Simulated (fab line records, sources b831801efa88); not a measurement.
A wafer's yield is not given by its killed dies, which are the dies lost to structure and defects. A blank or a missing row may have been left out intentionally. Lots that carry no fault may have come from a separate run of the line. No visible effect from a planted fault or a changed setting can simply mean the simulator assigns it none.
A lot that was struck, set against a sound lot    flow sky130    16 out of 708 route steps
Sound: wafers L877.1, L877.4, L877.5. Struck: wafers L864.1, L864.2, L864.3. The cause comes at the end.
For every step that has rows: the tool of each side, followed by ch and its chambers, followed by its first start. Under that, the readings that differ: sound wafers    struck wafers    difference of the means    sigmas: that difference in standard deviations of wafers without a fault.
alike: same words and numbers on both sides, and readings whose means sit less than 2 such deviations apart. not compared: any withheld reading, any reading some wafer has no value for, any bound like >300 that may hide the same value, and any number with overlapping values for which the record gives no deviation.
Wherever a step has rows on one side only, a row that says differs or no value, or a row with sigmas, the two part there. Numbers that have no deviation but don't overlap get no sigmas and don't part them. A reading that every wafer of one side lacks parts them only if that side has two wafers or more.

first, 3 steps without rows for these wafers: SKY_VIA2_CLEAN_18 (cleans in IPA, time 180 s); SKY_VIA2_CLEAN_19 (cleans in O3/DIW); SKY_VIA2_SPUTTER_20 (material TiN, target thk 20 nm, time 80 s).
SKY_VIA2_CVD_21: deposits W, target thk 420 nm, time 126.4 s.
  sound on cvdW-01 ch 0,1, day 41 01:02; struck on cvdW-01 ch 0,1, day 36 23:59
  alike: heaterPowerW
SKY_VIA2_RS_MEAS_22: measures by four-point-probe.
  struck on filmMetro-03, day 37 00:07; sound on filmMetro-04, day 41 01:10
  alike: VIA2_W_RS
SKY_VIA2_THK_MEAS_23: measures by xrf.
  struck on filmMetro-03, day 37 00:14; sound on filmMetro-04, day 41 01:17
  alike: VIA2_W_THK
SKY_VIA2_CMP_24: polishes, stops on SiO2, t overpolish 20 s, target thk 0 nm.
  sound on cmp-01 ch 0,2,3, day 41 01:20; struck on cmp-01 ch 0,1,3, day 37 00:21
  alike: motorCurrentA, overpolishRunS, timeToEndpointS
then, 1 step without rows for these wafers: SKY_METAL3_SPUTTER_00 (material Ti, target thk 15 nm, time 10 s).
SKY_METAL3_SPUTTER_01: material TiN, target thk 20 nm, time 16.7 s.
  struck on pvdSputter-03, day 37 00:38; sound on pvdSputter-04, day 41 01:40
  alike: throttleValvePct
SKY_METAL3_SPUTTER_02: material AlCu, target thk 735 nm, time 39.1 s.
  struck on pvdSputter-03, day 37 00:39; sound on pvdSputter-04, day 41 01:41
  alike: throttleValvePct
SKY_METAL3_SPUTTER_03: material Ti, target thk 5 nm, time 3.3 s.
  struck on pvdSputter-03, day 37 00:41; sound on pvdSputter-04, day 41 01:44
  alike: throttleValvePct
then, 1 step without rows for these wafers: SKY_METAL3_SPUTTER_04 (material TiN, target thk 70 nm, time 58.3 s).
SKY_CAPM_CVD_00: deposits SiO2, target thk 15.5 nm.
  sound on pecvd-03 ch 0,1, day 41 01:48; struck on pecvd-04 ch 0,1,2, day 37 00:00
  alike: heaterPowerW
SKY_CAPM_THK_MEAS_01:
  struck on filmMetro-02, day 37 00:58; sound on filmMetro-03, day 41 01:49
reading               sound              struck             difference  sigmas
CAPM_CVD_00_THK (nm)  15.21 15.41 15.36  30.65 30.81 30.78  +15.42      +86
then, 1 step without rows for these wafers: SKY_CAPM_SPUTTER_02 (material TiN, target thk 200 nm, time 166.7 s).
-- the record jumps here: 9 days lie between the struck wafers' starts before and after (it left off in module CAPM and takes up again in module PAD_OPEN, whose first step shown is number 708 of the route) --
SKY_PAD_OPEN_PROBE_99:
  struck on prober-01, day 46 08:49; sound on prober-01, day 49 15:31
reading                                sound               struck             difference  sigmas
model.etest.tester.sortNPass           398 404 409         0 0 0              -404        
model.etest.tester.sortYieldPct (%)    80.89 82.11 83.13   0 0 0              -82         
model.etest.tester.sort_bin_3_pct (%)  1.016 0.2033 1.016  83.54 83.33 81.91  +82.18      
model.etest.sonosUncharged.short       0 0 0               1 1 1              +1          
model.etest.liconNdiff.short           0 0 0               1 1 1              +1          
model.etest.nfet_01v8.overLimit        0 0 0               1 1 1              +1          
model.etest.fieldN.short               0 0 0               1 1 1              +1          
model.etest.resNdiffHv.short           0 0 0               1 1 1              +1          
  alike: defectLimitedYield, killed_at_M0_to_M3, killed_at_M4_up, killedAtContacts, killedAtFrontEnd, killedAtOther, killedDies, killedOpen, killedShort

WHERE THEY PART
Within this record, at SKY_CAPM_THK_MEAS_01 only. Later steps at which nothing parts them and some readings are alike: SKY_PAD_OPEN_PROBE_99.

WHY: the cause the simulator had injected
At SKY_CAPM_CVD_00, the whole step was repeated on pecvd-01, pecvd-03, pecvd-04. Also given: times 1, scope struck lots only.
